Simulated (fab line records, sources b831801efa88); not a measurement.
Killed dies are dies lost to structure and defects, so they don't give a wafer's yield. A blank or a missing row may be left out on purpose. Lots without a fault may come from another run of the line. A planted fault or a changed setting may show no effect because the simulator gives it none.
One fault seen from 2 desks | flow sky130 | each desk has only its own numbers; what lay behind them comes last

THE METROLOGY DESK
What the gauges read, lot by lot, whatever tool the lot ran on: means of the sampled wafers that have a number. A lot is out of limits, marked OUT, if its mean lies more than 4 standard deviations from the usual mean; the brackets give that distance.
Columns: A = VT_ADJUST_NCORE_TW at SKY_VT_ADJUST_NCORE_TW_MEAS_11, usual 218.3; B = POLY_GATE_OVL at SKY_POLY_GATE_OVL_MEAS_14, usual -1 nm; C = LDD_HVN_OVL at SKY_LDD_HVN_OVL_MEAS_07, usual 1.5 nm; D = LDD_HVN_TW at SKY_LDD_HVN_TW_MEAS_10, usual 1432
lot  | first seen here | A                       | B   | C    | D
L140 | day 8 22:23     | 218.8                   | 3   | 0.9  | 1426
L141 | day 9 06:35     | 217.4                   | -4  | 1.6  | 1438
L142 | day 9 09:05     | 218.0                   | -4  | 2.9  | 1431
L144 | day 10 02:25    | 218.4                   | -11 | 0.1  | 1433
L145 | day 10 10:05    | 219.7                   | 4   | 0.5  | 1436
L146 | day 10 13:18    | 219.6                   | -1  | 2.9  | 1427
L147 | day 10 20:15    | 118.2 (-99 or more) OUT | -3  | -0.3 | 1428
L148 | day 11 02:04    | 119.7 (-99) OUT         | 4   | 5.1  | 1442
L151 | day 12 03:51    | 217.7                   | -1  | -0.3 | 1439
L156 | day 13 19:17    | 218.7                   | 3   | 2.6  | 1431
L157 | day 14 00:17    | 218.0                   | -5  | 2.0  | 1436
L160 | day 14 19:56    | 216.4                   | 9   | 0.5  | 1430
L161 | day 15 05:15    | 217.4                   | -7  | 1.6  | 1435
This desk's finding: out of limits on L147, L148; first on L147, day 10 20:15 (VT_ADJUST_NCORE_TW at SKY_VT_ADJUST_NCORE_TW_MEAS_11). In limits: L140, L141, L142, L144, L145, L146, L151, L156, L157, L160, L161.

THE TOOL OWNER'S DESK: implanter-04
The tool's own readings at SKY_VT_ADJUST_NCORE_IMPLANT_09: means of the sampled wafers that have a number, for each lot that ran on this tool. A lot is out of limits, marked OUT, if its mean lies more than 4 standard deviations from the usual mean; the brackets give that distance.
Columns: A = dose_ions_cm2 at SKY_VT_ADJUST_NCORE_IMPLANT_09, usual 2.3997e+12; B = faraday_current_uA at SKY_VT_ADJUST_NCORE_IMPLANT_09, usual 13.51
lot  | first seen here | A                            | B
L142 | day 9 08:50     | 2.4012e+12                   | 13.70
L144 | day 10 02:12    | 2.4006e+12                   | 13.33
L145 | day 10 09:48    | 2.4002e+12                   | 13.67
L147 | day 10 20:01    | 2.4170e+11 (-99 or more) OUT | 1.37 (-45) OUT
L148 | day 11 01:51    | 2.3963e+11 (-99 or more) OUT | 1.35 (-45) OUT
This desk's finding: out of limits on L147, L148; first on L147, day 10 20:01 (dose_ions_cm2 at SKY_VT_ADJUST_NCORE_IMPLANT_09). In limits: L142, L144, L145.

PUT TOGETHER
The tool owner's desk could have raised an alarm at day 10 20:01, on L147, L148.
The metrology desk could have raised an alarm at day 10 20:15, on L147, L148.
Of the lots named, all ran SKY_VT_ADJUST_NCORE_IMPLANT_09 on implanter-04.

WHAT THE SIMULATOR HAD PUT IN
Process parameter drift: implanter-04, from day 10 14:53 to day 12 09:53, at SKY_VT_ADJUST_NCORE_IMPLANT_09. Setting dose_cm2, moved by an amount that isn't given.
Lots struck among those shown: L147, L148.
Hours from the fault's start to each desk's first reading out of limits: the tool owner's desk, 5; the metrology desk, 5.
